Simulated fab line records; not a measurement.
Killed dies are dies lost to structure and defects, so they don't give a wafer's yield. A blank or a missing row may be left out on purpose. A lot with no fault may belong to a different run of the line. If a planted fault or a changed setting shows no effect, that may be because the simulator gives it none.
A struck lot beside a sound one | flow gf180mcu | 14 steps out of a route of 602
Sound: these wafers, L694.3, L694.5, L694.6. The struck wafers were L709.2, L709.3, L709.4. The cause is given at the end.
At each step with rows: each side's tool, then ch and its chambers, then its first start. Under that, the readings that differ: sound wafers | struck wafers | difference of the means | sigmas: that difference in standard deviations of wafers without a fault.
alike: readings whose means differ by less than 2 such deviations, and words and numbers that are the same on both sides. not compared: withheld readings, readings that some wafer has no value for, bounds like >300 that may hide the same value, and numbers for which the record gives no deviation and whose values overlap.
A row with sigmas, a row that says differs or no value, or rows on one side alone: a step with any of these is where the two part. When numbers do not overlap yet have no deviation, they are printed without sigmas and do not part them. A reading that every wafer of one side lacks parts them only if that side has two wafers or more.

GF_M3_SPUTTER_01: material TiN, target thk 30 nm, time 25 s.
  sound on pvdSputter-01, day 20 16:04; struck on pvdSputter-02, day 25 17:58
  alike: throttleValvePct
GF_M3_SPUTTER_02: material AlCu, target thk 450 nm, time 23.9 s.
  sound on pvdSputter-01, day 20 16:06; struck on pvdSputter-02, day 25 17:59
  alike: throttleValvePct
GF_M3_SPUTTER_03: material Ti, target thk 10 nm, time 6.7 s.
  sound on pvdSputter-01, day 20 16:08; struck on pvdSputter-02, day 25 18:01
  alike: throttleValvePct
GF_M3_SPUTTER_04: material TiN, target thk 50 nm, time 41.7 s.
  sound on pvdSputter-01, day 20 16:09; struck on pvdSputter-02, day 25 18:02
  alike: throttleValvePct
GF_M3_RS_MEAS_05: measurement is done with a four-point probe.
  sound on filmMetro-04, day 20 16:14; struck on filmMetro-03, day 25 18:06
  alike: M3_ALCU_RS
GF_M3_THK_MEAS_06: measures by xrf.
  sound on filmMetro-04, day 20 16:20; struck on filmMetro-03, day 25 18:13
  alike: M3_ALCU_THK
then, 3 steps without rows for these wafers: GF_M3_DEHYDRATE_07 (time 60 s); GF_M3_HMDS_08 (prime time 60 s); GF_M3_COAT_09 (resist thk 1000 nm).
GF_M3_SOFTBAKE_10: time 62.45 s.
  sound on lithoTrack-01 ch 0, day 21 04:11; struck on lithoTrack-02 ch 0, day 26 04:51
  alike: plateSensorTCentreC, plateSensorTEdgeC
then, 2 steps without rows for these wafers: GF_M3_EXPOSE_11 (exposes mask Metal3, target cd 280 nm); GF_M3_PEB_12 (peb time 90 s).
GF_M3_DEVELOP_13: develop time 60 s.
  struck on lithoTrack-03, day 26 15:05; sound on lithoTrack-02 ch 0, day 21 16:07
  no value came back on the struck wafers for chillPlateTempC (C), developTimeS (s); on the sound wafers chillPlateTempC (C) reads 23.02 22.94 23.06
reading                            | sound           | struck         | difference | sigmas
model.KrF_of_M3_COAT_09.thkNm (nm) | 987 983.5 984.1 | 1002 1001 1004 | +17        | 
GF_M3_CD_MEAS_14: the cd target is 280 nm.
  sound on cdSem-01, day 21 16:16; struck on cdSem-02, day 26 15:13
reading   | sound             | struck | difference                    | sigmas
cdNm (nm) | 279.6 279.2 278.5 | - - -  | no value on the struck wafers | 

WHERE THEY PART
At GF_M3_DEVELOP_13 first; at GF_M3_CD_MEAS_14 last (within this record only).

WHY: what had been put in by the simulator
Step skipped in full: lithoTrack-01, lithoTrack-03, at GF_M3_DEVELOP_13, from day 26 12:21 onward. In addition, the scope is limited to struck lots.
